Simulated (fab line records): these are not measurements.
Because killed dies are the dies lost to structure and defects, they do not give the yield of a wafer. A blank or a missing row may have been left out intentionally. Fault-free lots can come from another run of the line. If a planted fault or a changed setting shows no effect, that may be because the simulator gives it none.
Which tool was responsible? / flow sky130 / Sampling: 12 lots, 34 wafers, 2 of 708 route steps

## WHAT THE GAUGES READ, wafer by wafer
SKY_LOCAL_INTERCONNECT_THK_MEAS_02: measures by xrf. Usual: LOCAL_INTERCONNECT_TIN_THK typically reads 101.7 nm, with standard deviation 1.2.
lot=L765; measured=day 30 00:55; on=film metro-01; LOCAL_INTERCONNECT_TIN_THK (nm)=99.4 100.4 101.7; flag=
lot=L767; measured=day 30 09:13; on=film metro-01; LOCAL_INTERCONNECT_TIN_THK (nm)=101.7 103.9 102.8; flag=
lot=L766; measured=day 30 13:43; on=film metro-03; LOCAL_INTERCONNECT_TIN_THK (nm)=100.6 101.0 100.7; flag=
lot=L771; measured=day 31 12:28; on=film metro-04; LOCAL_INTERCONNECT_TIN_THK (nm)=104.1 103.6; flag=
lot=L774; measured=day 32 12:17; on=film metro-04; LOCAL_INTERCONNECT_TIN_THK (nm)=103.5 101.0 102.0; flag=
lot=L775; measured=day 32 19:32; on=film metro-04; LOCAL_INTERCONNECT_TIN_THK (nm)=103.5 104.5 103.5; flag=
lot=L777; measured=day 33 16:44; on=film metro-01; LOCAL_INTERCONNECT_TIN_THK (nm)=103.4 101.9 102.6; flag=
lot=L783; measured=day 35 13:48; on=film metro-01; LOCAL_INTERCONNECT_TIN_THK (nm)=101.5 100.1 100.8; flag=
lot=L784; measured=day 36 00:11; on=film metro-01; LOCAL_INTERCONNECT_TIN_THK (nm)=98.1 99.7 100.5; flag=
lot=L785; measured=day 36 05:40; on=film metro-01; LOCAL_INTERCONNECT_TIN_THK (nm)=102.7 102.6 101.5; flag=
lot=L786; measured=day 36 09:55; on=film metro-01; LOCAL_INTERCONNECT_TIN_THK (nm)=101.5 101.2 101.5; flag=
lot=L788; measured=day 36 15:57; on=film metro-03; LOCAL_INTERCONNECT_TIN_THK (nm)=101.1 101.3; flag=

## WHAT TOOL EACH LOT RAN ON (gives the tool, then ch and the chambers of the sampled wafers, and finally the start)
lot=L765; SKY_LI_CONTACT_CMP_24=cmp-02 ch 1,2,3, day 30 00:26
lot=L767; SKY_LI_CONTACT_CMP_24=cmp-02 ch 1,3, day 30 08:47
lot=L766; SKY_LI_CONTACT_CMP_24=cmp-02 ch 0,1,2, day 30 13:17
lot=L771; SKY_LI_CONTACT_CMP_24=cmp-02 ch 0,3, day 31 12:01
lot=L774; SKY_LI_CONTACT_CMP_24=cmp-02 ch 0,1,2, day 32 11:51
lot=L775; SKY_LI_CONTACT_CMP_24=cmp-02 ch 0,3, day 32 19:03
lot=L777; SKY_LI_CONTACT_CMP_24=cmp-01 ch 2,3, day 33 16:13
lot=L783; SKY_LI_CONTACT_CMP_24=cmp-01 ch 0,2,3, day 35 13:19
lot=L784; SKY_LI_CONTACT_CMP_24=cmp-02 ch 1,2,3, day 35 23:45
lot=L785; SKY_LI_CONTACT_CMP_24=cmp-01 ch 1,2,3, day 36 05:16
lot=L786; SKY_LI_CONTACT_CMP_24=cmp-01 ch 0,1,2, day 36 09:26
lot=L788; SKY_LI_CONTACT_CMP_24=cmp-01 ch 1,3, day 36 15:33
- SKY_LI_CONTACT_CMP_24: polishes, stops on PSG, t overpolish 20 s, target thk 0 nm.

## AS READ BY THE TOOLS THEMSELVES (means over the sampled wafers that have a number; for cases with no such wafer, the mark the record gives instead)
SKY_LI_CONTACT_CMP_24. Usual: motor current A 10.8 A, standard deviation 1.7; overpolish run s 19.999 s, standard deviation 0.0089; time to endpoint s 98 s, standard deviation 4.6.
lot=L765; tool=cmp-02; motor current A (A)=10.9; overpolish run s (s)=19.987; time to endpoint s (s)=96; flag=
lot=L767; tool=cmp-02; motor current A (A)=12.1; overpolish run s (s)=19.988; time to endpoint s (s)=98; flag=
lot=L766; tool=cmp-02; motor current A (A)=12.1; overpolish run s (s)=19.993; time to endpoint s (s)=95; flag=
lot=L771; tool=cmp-02; motor current A (A)=10.6; overpolish run s (s)=19.998; time to endpoint s (s)=94; flag=
lot=L774; tool=cmp-02; motor current A (A)=11.9; overpolish run s (s)=19.997; time to endpoint s (s)=95; flag=
lot=L775; tool=cmp-02; motor current A (A)=11.5; overpolish run s (s)=20.001; time to endpoint s (s)=96; flag=
lot=L777; tool=cmp-01; motor current A (A)=9.0; overpolish run s (s)=19.996; time to endpoint s (s)=103; flag=
lot=L783; tool=cmp-01; motor current A (A)=9.6; overpolish run s (s)=19.996; time to endpoint s (s)=100; flag=
lot=L784; tool=cmp-02; motor current A (A)=10.8; overpolish run s (s)=19.996; time to endpoint s (s)=91; flag=
lot=L785; tool=cmp-01; motor current A (A)=9.6; overpolish run s (s)=19.998; time to endpoint s (s)=99; flag=
lot=L786; tool=cmp-01; motor current A (A)=10.5; overpolish run s (s)=20.008; time to endpoint s (s)=98; flag=
lot=L788; tool=cmp-01; motor current A (A)=9.8; overpolish run s (s)=19.991; time to endpoint s (s)=100; flag=

## THE ANSWER, worked out from the rows above alone
Rule: a lot is off if the mean of its wafers that have a number lies more than 3 standard deviations from the usual mean. Also off: a lot with no number at a reading for which 4 or more lots have one. The other lots that the step has rows for count as sound. First the gauges in route order, then the tools' own readings, where a lot's mean is used as printed above. At the first step where some lot is off, the reading lying furthest off is the one used; lots without a number count as furthest.
No lot is off on any of the readings shown, so nothing can be concluded from this.

## WHAT HAD BEEN PUT IN BY THE SIMULATOR
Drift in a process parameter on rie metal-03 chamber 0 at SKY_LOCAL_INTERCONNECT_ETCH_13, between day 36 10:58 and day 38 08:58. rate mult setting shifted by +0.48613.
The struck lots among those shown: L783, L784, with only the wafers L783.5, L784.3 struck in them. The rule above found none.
